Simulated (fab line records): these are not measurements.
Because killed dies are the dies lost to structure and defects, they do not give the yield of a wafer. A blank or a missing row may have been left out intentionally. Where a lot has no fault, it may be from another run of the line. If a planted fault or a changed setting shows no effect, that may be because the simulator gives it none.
fab line records	flow gf180mcu
record lots=5	wafers=15	last-day=32
route steps=602 shown M5@534 V5@540
lots with no fault: from the same line, run without faults
start-h: start of the lot's first displayed wafer, in hours after the record's first day	wait-h: how many hours have passed since the lot's step before this one	" repeats the value in the row above	L1.1+2: a row that stands for several wafers	- no value, or no start given	* or withheld: withheld	< > ~ a bound
route shown NAME@n: a module of which the file shows steps, and the number in the route of the first	usual: average and standard deviation across the fault-free wafers	same: alike in all rows	chamber/n: place in a boat	sites: each site's reading	_std_site: the values' standard deviation	_edge_site: inner sites' mean taken away from outer sites' mean	radius-mm: how far each site lies from the wafer's centre	mask NAME#n: copy n	behind: the tool/chamber that last shaped the wafer	hold: why the lot went on hold/how many hours it stayed there/how the hold came to an end	device: which transistor (n, p or np) failed to switch	end of line: the same wafers' tests at the end of the route	a step given without rows: its recipe and nothing more	killed: at the first sort, the dies lost to defects and structure; wafer yield is something else	map: a wafer's dies, x killed, . not, _ none there
set.NAME: the setting the step ran with; set.NAME@STEP: the setting that earlier step ran with	model.NAME: the simulator's own value behind a step, which no gauge read
lots at selected steps of the route; one table per step, one row per wafer
services: a tool's chamber out of use, with start hour (start-h, from the record's first day; less than 0 if before it), hours out, and reason
## steps
# step GF_M5_OVL_MEAS_08
# usual M5_OVL=3/6.4
lot.wafer	tool	chamber	start-h	wait-h	M5_OVL[nm]
L079.1	overlay-01	-	658.52	0.1	5
L079.2	"	-	"	"	-5
L079.5	"	-	"	"	6
L081.3	overlay-02	-	663.66	0.1	5
L081.4	"	-	"	"	2
L081.5	"	-	"	"	1
L084.2	overlay-02	-	685.18	0.1	10
L084.4	"	-	"	"	15
L084.6	"	-	"	"	13
L085.1	overlay-01	-	692.47	0.1	-5
L085.2	"	-	"	"	1
L085.5	"	-	"	"	-1
L086.2	overlay-01	-	699.83	0.1	5
L086.4	"	-	"	"	0
L086.5	"	-	"	"	13
# step GF_M5_ETCH_09
# recipe chemistry=CF4/O2	target=Si3N4	target-depth-nm=52	source-w=800	bias-w=150	pressure-mtorr=150	cf4-flow-sccm=80	O2_flow_sccm=10	time-s=11.6
# usual chamber-pressure-mTorr=150.01/0.13	drypump-motor-current-A=5.8/0.45	oes-product-au=0.997/0.014	throttle-valve-pct=5.969/0.0095
lot.wafer	tool	chamber	start-h	wait-h	chamber-pressure-mTorr	drypump-motor-current-A	oes-product-au	rf-hours-counter-h	throttle-valve-pct
L079.1	rie-diel-01	3	658.56	0.0	150.16	6.2	0.988	1	5.973
L079.2	"	1	"	"	150.05	5.5	1.003	23	5.962
L079.5	"	3	"	"	149.90	6.2	0.990	-	5.970
L081.3	rie-diel-02	2	663.69	0.0	149.96	5.5	0.976	24	5.963
L081.4	"	1	"	"	149.88	6.7	1.010	1	5.959
L081.5	"	0	"	"	149.89	5.9	0.995	-	5.961
L084.2	rie-diel-01	3	685.21	0.0	150.03	6.2	0.967	2	5.965
L084.4	"	2	"	"	149.98	5.4	0.989	1	5.972
L084.6	"	1	"	"	150.19	5.5	0.993	-	5.957
L085.1	rie-diel-02	1	692.51	0.0	150.22	6.7	1.004	2	5.964
L085.2	"	0	"	"	150.04	6.0	0.989	8	5.957
L085.5	"	0	"	"	149.91	6.0	0.987	-	5.970
L086.2	rie-diel-01	2	699.86	0.0	150.13	5.4	0.991	1	5.967
L086.4	"	3	"	"	149.84	6.2	0.969	3	5.962
L086.5	"	3	"	"	150.07	6.2	0.980	-	5.955
# step GF_M5_METAL_ETCH_10
# recipe chemistry=Cl2/BCl3	mask-material=KrF	target-depth-nm=750.8	stop-on=SiO2	pressure-mtorr=8	icp-w=800	bias-w=140	Cl2_flow_sccm=80	bcl3-flow-sccm=40	time-s=125.1
# usual chamber-pressure-mTorr=8.000/0.007	drypump-motor-current-A=5.9/0.52	oes-product-au=0.990/0.0074	throttle-valve-pct=28.231/0.011
lot.wafer	tool	chamber	start-h	wait-h	chamber-pressure-mTorr	drypump-motor-current-A	oes-product-au	rf-hours-counter-h	throttle-valve-pct
L079.1	rie-metal-02	0	658.58	0.0	7.999	6.6	0.989	3	28.227
L079.2	"	1	"	"	8.011	5.2	0.992	2	28.214
L079.5	"	1	"	"	8.009	5.2	0.995	-	28.211
L081.3	rie-metal-02	1	663.75	0.1	7.999	5.2	1.000	-	28.225
L081.4	"	0	"	"	8.010	6.6	0.980	-	28.224
L081.5	"	1	"	"	8.002	5.2	0.997	-	28.219
L084.2	rie-metal-04	0	685.28	0.1	7.988	5.9	0.987	-	28.230
L084.4	"	0	"	"	7.991	5.9	0.993	-	28.223
L084.6	"	0	"	"	8.000	5.9	0.991	-	28.246
L085.1	rie-metal-04	0	692.53	0.0	8.007	5.8	0.986	6	28.228
L085.2	"	1	"	"	7.998	6.0	0.990	7	28.242
L085.5	"	0	"	"	8.005	5.9	1.010	-	28.224
L086.2	rie-metal-01	1	699.88	0.0	7.998	5.4	0.986	14	28.242
L086.4	"	0	"	"	8.009	5.7	0.982	-	28.234
L086.5	"	0	"	"	8.003	5.7	0.985	-	28.212
# step GF_M5_STRIP_11
# recipe chemistry=O2/N2	power-w=1400	pressure-mtorr=1500	platen-temp-c=250	o2-flow-sccm=3000	n2-flow-sccm=300	overash-fraction=0.5
# usual chamber-pressure-mTorr=1500.0/1.4	drypump-motor-current-A=5.7/0.33	heater-power-w=332/23	oes-product-au=0.523/0.0054	strip-time-to-endpoint-s=7.03/0.069
lot.wafer	tool	chamber	start-h	wait-h	chamber-pressure-mTorr	drypump-motor-current-A	heater-power-w	oes-product-au	rf-hours-counter-h	strip-time-to-endpoint-s
L079.1	plasma-asher-03	1	658.71	0.1	1500.4	5.9	332	0.517	93	7.04
L079.2	"	0	"	"	1500.1	5.9	369	0.523	93	6.88
L079.5	"	1	"	"	1501.4	5.9	332	0.518	-	6.89
L081.3	plasma-asher-03	1	663.87	0.1	1500.2	5.9	340	0.514	-	6.92
L081.4	"	0	"	"	1500.7	5.9	366	0.524	-	7.09
L081.5	"	0	"	"	1497.6	5.9	367	0.513	-	6.89
L084.2	plasma-asher-04	1	685.49	0.2	1499.6	5.7	326	0.522	58	7.07
L084.4	"	1	"	"	1501.5	5.6	328	0.526	-	7.04
L084.6	"	1	"	"	1500.7	5.7	329	0.520	-	7.08
L085.1	plasma-asher-04	1	692.66	0.1	1503.1	5.6	324	0.522	58	7.00
L085.2	"	0	"	"	1497.3	6.0	334	0.524	58	7.08
L085.5	"	0	"	"	1500.9	6.0	331	0.525	-	7.05
L086.2	plasma-asher-03	0	700.01	0.1	1500.1	5.9	369	0.536	96	7.04
L086.4	"	0	"	"	1502.5	5.9	367	0.522	-	7.04
L086.5	"	1	"	"	1501.0	5.9	334	0.529	-	7.04
# step GF_M5_STRIP_12
# recipe chemistry=post-etch-residue-remover	time-s=1200	temp-c=72.5
# usual temp-c=72.48/0.1
lot.wafer	tool	chamber	start-h	wait-h	temp-c
L079.1	wet-bench-03	0	658.81	0.1	72.35
L079.2	"	0	"	"	72.63
L079.5	"	0	"	"	72.40
L081.3	wet-bench-04	1	663.94	0.0	72.37
L081.4	"	1	"	"	72.48
L081.5	"	1	"	"	72.34
L084.2	wet-bench-01	0	685.59	0.1	72.72
L084.4	"	0	"	"	72.49
L084.6	"	0	"	"	72.69
L085.1	wet-bench-03	3	692.76	0.1	72.52
L085.2	"	3	"	"	72.53
L085.5	"	3	"	"	72.55
L086.2	wet-bench-03	0	700.11	0.1	72.54
L086.4	"	0	"	"	72.54
L086.5	"	0	"	"	72.48
# step GF_M5_CLEAN_13
# recipe chemistry=DIW	dry=n2-spin
lot.wafer	tool	chamber	start-h	wait-h
L079.1+2+5	wet-bench-04	1	659.19	0.0
L081.3+4+5	wet-bench-01	3	664.28	0.0
L084.2+4+6	wet-bench-03	2	685.93	0.0
L085.1+2+5	wet-bench-01	2	693.10	0.0
L086.2+4+5	wet-bench-01	0	700.45	0.0
# step GF_V5_CVD_00
# recipe material=SiO2	target-thk-nm=300	sigma-open-frac=0.3	temp-c=400	time-s=50	sih4-flow-sccm=60	pressure-mtorr=6
# usual susceptor-temp-C=399.99/0.24
lot.wafer	tool	chamber	start-h	wait-h	susceptor-temp-C
L079.1	hdpcvd-02	1	659.28	0.0	399.82
L079.2	"	0	"	"	399.99
L079.5	"	1	"	"	399.75
L081.3	hdpcvd-02	0	664.37	0.0	399.47
L081.4	"	2	"	"	400.22
L081.5	"	1	"	"	399.87
L084.2	hdpcvd-02	1	686.02	0.0	400.07
L084.4	"	0	"	"	399.75
L084.6	"	1	"	"	400.00
L085.1	hdpcvd-01	2	693.19	0.0	400.04
L085.2	"	0	"	"	399.89
L085.5	"	1	"	"	399.68
L086.2	hdpcvd-01	0	700.54	0.0	399.90
L086.4	"	2	"	"	400.28
L086.5	"	1	"	"	399.80
# step GF_V5_THK_MEAS_01
# recipe reads=SiO2_of_V5_CVD_00
# usual V5_CVD_00_THK=299.4/3
lot.wafer	tool	chamber	start-h	wait-h	V5_CVD_00_THK[nm]
L079.1	film-metro-01	-	659.32	0.0	295.5
L079.2	"	-	"	"	298.9
L079.5	"	-	"	"	299.1
L081.3	film-metro-02	-	664.44	0.0	297.5
L081.4	"	-	"	"	299.6
L081.5	"	-	"	"	298.2
L084.2	film-metro-03	-	686.08	0.0	298.3
L084.4	"	-	"	"	297.8
L084.6	"	-	"	"	296.0
L085.1	film-metro-03	-	693.24	0.0	301.9
L085.2	"	-	"	"	300.6
L085.5	"	-	"	"	301.0
L086.2	film-metro-03	-	700.60	0.0	302.7
L086.4	"	-	"	"	302.4
L086.5	"	-	"	"	299.1
# step GF_V5_CVD_02
# recipe material=SiO2	target-thk-nm=1450	precursor=TEOS	temp-c=400	time-s=163.28	rf-w=600
# usual heater-power-outer-w=394/66	heater-power-w=677/88	susceptor-temp-C=399.99/0.2
lot.wafer	tool	chamber	start-h	wait-h	heater-power-outer-w	heater-power-w	susceptor-temp-C
L079.1	pecvd-01	1	659.38	0.1	467	757	400.13
L079.2	"	2	"	"	515	878	400.01
L079.5	"	2	"	"	399	711	399.89
L081.3	pecvd-03	0	664.48	0.0	374	620	400.02
L081.4	"	0	"	"	424	692	400.34
L081.5	"	2	"	"	262	601	399.85
L084.2	pecvd-01	0	686.13	0.0	316	541	400.03
L084.4	"	1	"	"	463	726	399.86
L084.6	"	0	"	"	368	623	400.05
L085.1	pecvd-03	0	693.30	0.1	379	667	399.87
L085.2	"	1	"	"	278	559	399.94
L085.5	"	1	"	"	347	640	399.47
L086.2	pecvd-02	2	700.65	0.0	479	790	400.34
L086.4	"	1	"	"	431	711	400.17
L086.5	"	2	"	"	366	642	400.06
# step GF_V5_THK_MEAS_03
# recipe reads=SiO2_of_V5_CVD_02
# usual V5_CVD_02_THK=1455/20
lot.wafer	tool	chamber	start-h	wait-h	V5_CVD_02_THK[nm]
L079.1	film-metro-02	-	659.49	0.1	1439
L079.2	"	-	"	"	1427
L079.5	"	-	"	"	1470
L081.3	film-metro-02	-	664.61	0.1	1459
L081.4	"	-	"	"	1480
L081.5	"	-	"	"	1489
L084.2	film-metro-02	-	686.25	0.1	1415
L084.4	"	-	"	"	1475
L084.6	"	-	"	"	1474
L085.1	film-metro-01	-	693.41	0.1	1471
L085.2	"	-	"	"	1439
L085.5	"	-	"	"	1463
L086.2	film-metro-02	-	700.77	0.1	1447
L086.4	"	-	"	"	1473
L086.5	"	-	"	"	1465
# step GF_V5_CMP_04
# recipe material=SiO2	down-force-psi=4	platen-rpm=60	pad-velocity-m-s=0.94248
# usual motor-current-A=11.9/0.69
lot.wafer	tool	chamber	start-h	wait-h	motor-current-A
L079.2	cmp-02	2	659.55	0.0	11.1
L079.1	"	1	"	"	11.6
L079.5	"	3	"	"	11.6
L081.4	cmp-01	0	664.65	0.0	13.6
L081.3	"	1	"	"	10.7
L081.5	"	1	"	"	11.0
L084.2	cmp-01	3	686.40	0.1	11.0
L084.4	"	0	"	"	13.4
L084.6	"	1	"	"	10.9
L085.1	cmp-01	3	693.47	0.1	11.5
L085.2	"	2	"	"	13.1
L085.5	"	0	"	"	12.9
L086.2	cmp-02	3	701.10	0.3	11.6
L086.4	"	2	"	"	11.8
L086.5	"	3	"	"	11.4
# step GF_V5_BOW_MEAS_05
# recipe mode=bow
# usual V5_BOW=134/9.1
lot.wafer	tool	chamber	start-h	wait-h	V5_BOW[um]
L079.1	film-metro-01	-	659.85	0.1	141
L079.2	"	-	"	"	127
L079.5	"	-	"	"	154
L081.3	film-metro-03	-	664.99	0.2	127
L081.4	"	-	"	"	133
L081.5	"	-	"	"	146
L084.2	film-metro-02	-	686.62	0.2	126
L084.4	"	-	"	"	127
L084.6	"	-	"	"	133
L085.1	film-metro-01	-	693.77	0.2	141
L085.2	"	-	"	"	136
L085.5	"	-	"	"	141
L086.2	film-metro-02	-	701.42	0.3	156
L086.4	"	-	"	"	142
L086.5	"	-	"	"	150
# step GF_V5_DEHYDRATE_06
# recipe temp-c=200	time-s=60
lot.wafer	tool	chamber	start-h	wait-h
L079.1+2+5	litho-track-02	0	669.08	9.2
L081.3+4+5	litho-track-03	0	673.83	8.8
L084.2+4+6	litho-track-03	0	695.36	8.7
L085.1+2+5	litho-track-02	0	702.48	8.7
L086.2+4+5	litho-track-02	0	710.41	9.0
# step GF_V5_HMDS_07
# recipe prime-time-s=60	prime-temp-c=120
lot.wafer	tool	chamber	start-h	wait-h
L079.1+2+5	litho-track-02	0	669.23	0.1
L081.3+4+5	litho-track-03	0	673.98	0.1
L084.2+4+6	litho-track-03	0	695.51	0.1
L085.1+2+5	litho-track-02	0	702.63	0.1
L086.2+4+5	litho-track-02	0	710.56	0.1
# step GF_V5_COAT_08
# recipe resist=BARC	temp-c=withheld	time-s=withheld	spin-rpm=withheld	resist-thk-nm=withheld
lot.wafer	tool	chamber	start-h	wait-h
L079.1+2+5	litho-track-02	0	669.38	0.1
L081.3+4+5	litho-track-03	0	674.13	0.1
L084.2+4+6	litho-track-03	0	695.66	0.1
L085.1+2+5	litho-track-02	0	702.78	0.1
L086.2+4+5	litho-track-02	0	710.71	0.1
# step GF_V5_COAT_09
# recipe resist=KrF	spin-rpm=withheld	resist-thk-nm=1000
lot.wafer	tool	chamber	start-h	wait-h
L079.1+2+5	litho-track-02	0	-	-
L081.3+4+5	litho-track-03	0	-	-
L084.2+4+6	litho-track-03	0	-	-
L085.1+2+5	litho-track-02	0	-	-
L086.2+4+5	litho-track-02	0	-	-
# step GF_V5_SOFTBAKE_10
# recipe temp-c=130	time-s=60	resist=KrF
lot.wafer	tool	chamber	start-h	wait-h
L079.1+2+5	litho-track-02	0	-	-
L081.3+4+5	litho-track-03	0	-	-
L084.2+4+6	litho-track-03	0	-	-
L085.1+2+5	litho-track-02	0	-	-
L086.2+4+5	litho-track-02	0	-	-
# step GF_V5_EXPOSE_11
# recipe mask-id=Via5	target-cd-nm=260	na=0.68	source-shape=conventional	sigma-outer=0.6	dose-mj=38
# usual exposure-dose-mJ-cm2=38.10/0.26
lot.wafer	tool	chamber	start-h	wait-h	mask	exposure-dose-mJ-cm2
L079.1	krf-scanner-01	0	-	-	Via5#0	37.96
L079.2	"	0	"	"	Via5#0	37.94
L079.5	"	0	"	"	Via5#0	37.91
L081.3	krf-scanner-01	0	-	-	Via5#0	37.90
L081.4	"	0	"	"	Via5#0	37.90
L081.5	"	0	"	"	Via5#0	37.95
L084.2	krf-scanner-01	0	-	-	Via5#0	37.92
L084.4	"	0	"	"	Via5#0	37.95
L084.6	"	0	"	"	Via5#0	37.88
L085.1	krf-scanner-02	0	-	-	Via5#0	37.93
L085.2	"	0	"	"	Via5#0	37.91
L085.5	"	0	"	"	Via5#0	37.99
L086.2	krf-scanner-01	0	-	-	Via5#0	37.86
L086.4	"	0	"	"	Via5#0	37.85
L086.5	"	0	"	"	Via5#0	37.88
# step GF_V5_PEB_12
# recipe peb-temp-c=135	peb-time-s=90	resist=KrF
# same peb-time-s=90
lot.wafer	tool	chamber	start-h	wait-h
L079.1+2+5	litho-track-01	0	-	-
L081.3+4+5	litho-track-02	0	-	-
L084.2+4+6	litho-track-02	0	-	-
L085.1+2+5	litho-track-02	0	-	-
L086.2+4+5	litho-track-03	0	-	-
# step GF_V5_DEVELOP_13
# recipe develop-time-s=60	resist=KrF	dev-temp-c=21
lot.wafer	tool	chamber	start-h	wait-h
L079.1+2+5	litho-track-01	0	679.05	0.2
L081.3+4+5	litho-track-02	0	684.03	0.1
L084.2+4+6	litho-track-02	0	705.11	0.2
L085.1+2+5	litho-track-02	0	711.93	0.2
L086.2+4+5	litho-track-03	0	719.71	0.2
# step GF_V5_CD_MEAS_14
# recipe target-cd-nm=260
# usual cd-nm=259.9/1.6
lot.wafer	tool	chamber	start-h	wait-h	cd-nm
L079.1	cd-sem-02	-	679.20	0.1	261.6
L079.2	"	-	"	"	262.2
L079.5	"	-	"	"	261.8
L081.3	cd-sem-01	-	684.17	0.1	260.2
L081.4	"	-	"	"	259.7
L081.5	"	-	"	"	260.4
L084.2	cd-sem-01	-	705.25	0.1	257.5
L084.4	"	-	"	"	257.1
L084.6	"	-	"	"	259.7
L085.1	cd-sem-01	-	712.08	0.1	259.4
L085.2	"	-	"	"	260.0
L085.5	"	-	"	"	258.6
L086.2	cd-sem-02	-	719.85	0.1	257.9
L086.4	"	-	"	"	258.1
L086.5	"	-	"	"	258.7
# step GF_V5_OVL_MEAS_15
# usual V5_OVL=0/6.1
lot.wafer	tool	chamber	start-h	wait-h	V5_OVL[nm]
L079.1	overlay-01	-	679.32	0.1	0
L079.2	"	-	"	"	-9
L079.5	"	-	"	"	2
L081.3	overlay-01	-	684.26	0.1	1
L081.4	"	-	"	"	2
L081.5	"	-	"	"	-3
L084.2	overlay-01	-	705.36	0.1	-3
L084.4	"	-	"	"	0
L084.6	"	-	"	"	3
L085.1	overlay-01	-	712.20	0.1	-5
L085.2	"	-	"	"	1
L085.5	"	-	"	"	0
L086.2	overlay-02	-	719.96	0.1	11
L086.4	"	-	"	"	5
L086.5	"	-	"	"	1
# step GF_V5_ETCH_16
# recipe chemistry=N2/H2	target-depth-a=withheld	overetch-a=withheld	time-s=withheld	target=BARC	ion-energy-ev=200	source-w=500	bias-w=100	pressure-mtorr=30	n2-flow-sccm=100	h2-flow-sccm=200
# usual chamber-pressure-mTorr=29.996/0.028	drypump-motor-current-A=5.8/0.36	oes-product-au=0.854/0.005	throttle-valve-pct=13.225/0.0087
lot.wafer	tool	chamber	start-h	wait-h	chamber-pressure-mTorr	drypump-motor-current-A	oes-product-au	throttle-valve-pct
L079.1	rie-diel-03	1	679.36	0.0	29.948	5.6	0.852	13.231
L079.2	"	2	"	"	30.080	6.3	0.846	13.221
L079.5	"	2	"	"	30.010	6.3	0.864	13.221
L081.3	rie-diel-03	0	684.29	0.0	30.042	5.7	0.859	13.232
L081.4	"	1	"	"	30.024	5.5	0.857	13.227
L081.5	"	1	"	"	30.034	5.5	0.861	13.237
L084.2	rie-diel-01	0	705.39	0.0	29.968	5.7	0.859	13.211
L084.4	"	3	"	"	29.972	6.2	0.853	13.231
L084.6	"	3	"	"	29.999	6.2	0.849	13.218
L085.1	rie-diel-02	3	712.24	0.0	30.017	5.7	0.850	13.234
L085.2	"	1	"	"	30.008	6.7	0.858	13.221
L085.5	"	2	"	"	29.995	5.5	0.849	13.227
L086.2	rie-diel-02	2	719.99	0.0	30.021	5.6	0.847	13.227
L086.4	"	0	"	"	30.010	6.0	0.853	13.235
L086.5	"	1	"	"	29.965	6.7	0.848	13.212
# step GF_V5_ETCH_17
# recipe chemistry=C4F8/O2/Ar	mask-material=KrF	target=SiO2	stop-on=TiN	source-w=1500	bias-w=1200	pressure-mtorr=40	c4f8-flow-sccm=withheld	O2_flow_sccm=6	Ar_flow_sccm=300	time-s=withheld	target-depth-a=8550
# usual chamber-pressure-mTorr=40.01/0.035	oes-product-au=0.859/0.0053
lot.wafer	tool	chamber	start-h	wait-h	chamber-pressure-mTorr	oes-product-au
L079.1	rie-diel-03	1	-	-	40.03	0.860
L079.2	"	2	"	"	40.05	0.868
L079.5	"	2	"	"	39.99	0.860
L081.3	rie-diel-03	0	-	-	39.97	0.854
L081.4	"	1	"	"	39.98	0.857
L081.5	"	1	"	"	39.97	0.854
L084.2	rie-diel-01	0	-	-	40.01	0.855
L084.4	"	3	"	"	40.01	0.856
L084.6	"	3	"	"	40.06	0.852
L085.1	rie-diel-02	3	-	-	39.94	0.864
L085.2	"	1	"	"	40.03	0.873
L085.5	"	2	"	"	40.03	0.854
L086.2	rie-diel-02	2	-	-	40.00	0.856
L086.4	"	0	"	"	40.04	0.861
L086.5	"	1	"	"	39.93	0.865
# step GF_V5_STRIP_18
# recipe chemistry=O2/N2	power-w=1400	pressure-mtorr=1500	platen-temp-c=250	o2-flow-sccm=3000	n2-flow-sccm=300	overash-fraction=0.5
# usual chamber-pressure-mTorr=1500.2/1.3	drypump-motor-current-A=5.36/0.28	heater-power-w=318/21	oes-product-au=0.569/0.0054
lot.wafer	tool	chamber	start-h	wait-h	chamber-pressure-mTorr	drypump-motor-current-A	heater-power-w	oes-product-au	rf-hours-counter-h
L079.1	plasma-asher-01	1	679.51	-	1503.8	5.21	276	0.564	101
L079.2	"	0	"	"	1500.0	4.99	319	0.563	101
L079.5	"	0	"	"	1497.5	4.99	328	0.576	-
L081.3	plasma-asher-01	0	684.47	-	1498.9	4.98	328	0.572	-
L081.4	"	1	"	"	1502.6	5.22	279	0.576	-
L081.5	"	1	"	"	1502.1	5.23	278	0.569	-
L084.2	plasma-asher-01	0	705.54	-	1500.8	4.97	328	0.569	104
L084.4	"	0	"	"	1500.4	4.98	328	0.573	-
L084.6	"	0	"	"	1501.2	4.96	322	0.568	-
L085.1	plasma-asher-02	1	712.39	-	1500.9	5.26	311	0.565	29
L085.2	"	0	"	"	1501.3	5.56	339	0.559	29
L085.5	"	1	"	"	1499.3	5.30	314	0.567	-
L086.2	plasma-asher-02	0	720.14	-	1501.3	5.55	334	0.573	30
L086.4	"	0	"	"	1500.3	5.57	333	0.569	-
L086.5	"	1	"	"	1502.1	5.27	306	0.565	-
# step GF_V5_STRIP_19
# recipe chemistry=post-etch-residue-remover	time-s=1200	temp-c=72.5
# usual temp-c=72.49/0.11
lot.wafer	tool	chamber	start-h	wait-h	temp-c
L079.1	wet-bench-03	3	679.61	0.1	72.36
L079.2	"	3	"	"	72.55
L079.5	"	3	"	"	72.50
L081.3	wet-bench-03	2	684.57	0.1	72.44
L081.4	"	2	"	"	72.36
L081.5	"	2	"	"	72.36
L084.2	wet-bench-02	3	705.64	0.1	72.71
L084.4	"	3	"	"	72.49
L084.6	"	3	"	"	72.63
L085.1	wet-bench-01	3	712.49	0.1	72.49
L085.2	"	3	"	"	72.44
L085.5	"	3	"	"	72.42
L086.2	wet-bench-02	0	720.24	0.1	72.59
L086.4	"	0	"	"	72.46
L086.5	"	0	"	"	72.62
# step GF_V5_CLEAN_20
# recipe chemistry=DIW	dry=n2-spin
lot.wafer	tool	chamber	start-h	wait-h
L079.1+2+5	wet-bench-01	1	679.95	0.0
L081.3+4+5	wet-bench-01	0	684.91	0.0
L084.2+4+6	wet-bench-02	0	705.98	0.0
L085.1+2+5	wet-bench-02	2	712.86	0.0
L086.2+4+5	wet-bench-03	1	720.61	0.0
# step GF_V5_SPUTTER_21
# recipe material=Ti	target-thk-nm=15	chamber-pressure-pa=5	power-w=2500	substrate-temp-c=200	time-s=80.02
# usual cathode-dc-power-W=2500.0/0.48	chamber-pressure-pa=5.000/0.0095	throttle-valve-pct=29.8/0.68
lot.wafer	tool	chamber	start-h	wait-h	cathode-dc-power-W	chamber-pressure-pa	throttle-valve-pct
L079.1	pvd-sputter-01	-	680.05	0.0	2500.0	5.007	28.7
L079.2	"	-	"	"	2500.8	4.979	29.9
L079.5	"	-	"	"	2500.0	4.999	29.8
L081.3	pvd-sputter-03	-	685.00	0.0	2500.3	4.985	29.6
L081.4	"	-	"	"	2499.6	5.010	30.5
L081.5	"	-	"	"	2501.3	5.004	29.3
L084.2	pvd-sputter-01	-	706.07	0.0	2500.4	5.002	28.8
L084.4	"	-	"	"	2499.7	4.997	29.8
L084.6	"	-	"	"	2500.6	4.986	29.7
L085.1	pvd-sputter-03	-	712.95	0.0	2500.1	4.992	29.4
L085.2	"	-	"	"	2500.2	4.999	31.0
L085.5	"	-	"	"	2500.3	4.996	30.9
L086.2	pvd-sputter-04	-	720.81	0.0	2500.2	4.991	29.7
L086.4	"	-	"	"	2500.2	5.004	31.0
L086.5	"	-	"	"	2499.2	4.987	29.9
# step GF_V5_SPUTTER_22
# recipe material=TiN	target-thk-nm=10	chamber-pressure-pa=5	power-w=4000	time-s=40
# usual cathode-dc-power-W=4000.0/0.73	chamber-pressure-pa=4.999/0.012	throttle-valve-pct=29.8/0.67
lot.wafer	tool	chamber	start-h	wait-h	cathode-dc-power-W	chamber-pressure-pa	throttle-valve-pct
L079.1	pvd-sputter-01	-	680.11	0.0	3999.5	4.983	28.9
L079.2	"	-	"	"	4000.2	5.004	29.7
L079.5	"	-	"	"	4000.0	5.000	29.6
L081.3	pvd-sputter-03	-	685.06	0.0	3999.4	4.999	29.7
L081.4	"	-	"	"	4000.2	4.998	30.5
L081.5	"	-	"	"	4000.8	5.015	29.4
L084.2	pvd-sputter-01	-	706.13	0.0	3999.1	5.009	28.8
L084.4	"	-	"	"	4000.0	4.990	29.8
L084.6	"	-	"	"	4000.2	4.992	29.8
L085.1	pvd-sputter-03	-	713.02	0.0	4000.5	5.000	29.5
L085.2	"	-	"	"	3999.7	5.006	30.7
L085.5	"	-	"	"	3999.3	4.999	31.0
L086.2	pvd-sputter-04	-	720.88	0.0	4002.2	4.997	29.8
L086.4	"	-	"	"	4000.3	4.993	31.1
L086.5	"	-	"	"	3999.3	4.980	29.7
# step GF_V5_CVD_23
# recipe material=W	target-thk-nm=350	time-s=104.9	temp-c=400	pressure-torr=40
# usual heater-power-outer-w=480/27	heater-power-w=808/40	susceptor-temp-C=400.02/0.23
lot.wafer	tool	chamber	start-h	wait-h	heater-power-outer-w	heater-power-w	susceptor-temp-C
L079.1	cvd-w-01	0	680.15	0.0	446	764	399.61
L079.2	"	1	"	"	503	832	399.95
L079.5	"	1	"	"	493	820	400.01
L081.3	cvd-w-01	0	685.14	0.1	449	768	400.20
L081.4	"	1	"	"	502	827	399.92
L081.5	"	0	"	"	426	774	400.17
L084.2	cvd-w-02	1	706.17	0.0	480	860	400.13
L084.4	"	1	"	"	478	874	400.20
L084.6	"	1	"	"	478	872	400.30
L085.1	cvd-w-01	0	713.05	0.0	441	760	400.02
L085.2	"	1	"	"	516	847	400.21
L085.5	"	1	"	"	509	820	400.15
L086.2	cvd-w-01	0	720.91	0.0	452	770	400.07
L086.4	"	0	"	"	440	759	400.19
L086.5	"	0	"	"	449	741	400.11
# step GF_V5_RS_MEAS_24
# recipe thk-meas-gauge=four-point-probe	reads=W_of_V5_CVD_23+TiN_of_V5_SPUTTER_22+Ti_of_V5_SPUTTER_21
# usual V5_W_RS=0.329/0.0039
lot.wafer	tool	chamber	start-h	wait-h	V5_W_RS[ohm/sq]
L079.1	film-metro-02	-	680.26	0.1	0.332
L079.2	"	-	"	"	0.332
L079.5	"	-	"	"	0.334
L081.3	film-metro-03	-	685.25	0.1	0.332
L081.4	"	-	"	"	0.331
L081.5	"	-	"	"	0.332
L084.2	film-metro-03	-	706.31	0.1	0.329
L084.4	"	-	"	"	0.325
L084.6	"	-	"	"	0.327
L085.1	film-metro-02	-	713.17	0.1	0.328
L085.2	"	-	"	"	0.327
L085.5	"	-	"	"	0.325
L086.2	film-metro-01	-	721.05	0.1	0.330
L086.4	"	-	"	"	0.332
L086.5	"	-	"	"	0.331
# step GF_V5_THK_MEAS_25
# recipe thk-meas-gauge=xrf	reads=W_of_V5_CVD_23
# usual V5_W_THK=341/3.9
lot.wafer	tool	chamber	start-h	wait-h	V5_W_THK[nm]
L079.1	film-metro-02	-	680.38	0.1	341
L079.2	"	-	"	"	339
L079.5	"	-	"	"	338
L081.3	film-metro-03	-	685.35	0.1	343
L081.4	"	-	"	"	346
L081.5	"	-	"	"	343
L084.2	film-metro-03	-	706.42	0.1	339
L084.4	"	-	"	"	345
L084.6	"	-	"	"	343
L085.1	film-metro-02	-	713.29	0.1	341
L085.2	"	-	"	"	342
L085.5	"	-	"	"	346
L086.2	film-metro-01	-	721.16	0.1	339
L086.4	"	-	"	"	338
L086.5	"	-	"	"	339
## services
tool	chamber	start-h	hours	kind
cmp-02	-	635.91	3.6	pm
cmp-02	-	640.26	2.4	repair
rie-metal-02	-	641.36	2.8	pm
krf-scanner-02	-	644.83	4.0	pm
hdpcvd-01	2	658.03	7.8	repair
cmp-02	-	662.48	1.0	repair
pvd-sputter-04	-	663.55	1.1	repair
rie-metal-04	1	667.31	19.1	repair
wet-bench-01	-	668.01	4.4	pm
plasma-asher-03	-	672.12	8.3	repair
rie-diel-01	0	672.73	6.8	repair
plasma-asher-01	-	674.99	4.3	pm
hdpcvd-02	0	675.34	3.0	repair
wet-bench-02	-	681.16	10.8	repair
cmp-02	-	682.05	1.4	repair
pecvd-01	-	695.89	2.8	pm
pvd-sputter-01	-	696.19	2.8	repair
rie-diel-03	-	697.00	0.1	repair
cmp-01	-	699.99	7.5	pm
cvd-w-01	-	701.24	6.0	pm
pecvd-01	1	701.25	11.6	repair
rie-diel-02	3	702.37	3.0	repair
rie-diel-03	3	707.96	5.3	repair
plasma-asher-03	-	719.94	49.4	pm
## key
fault none
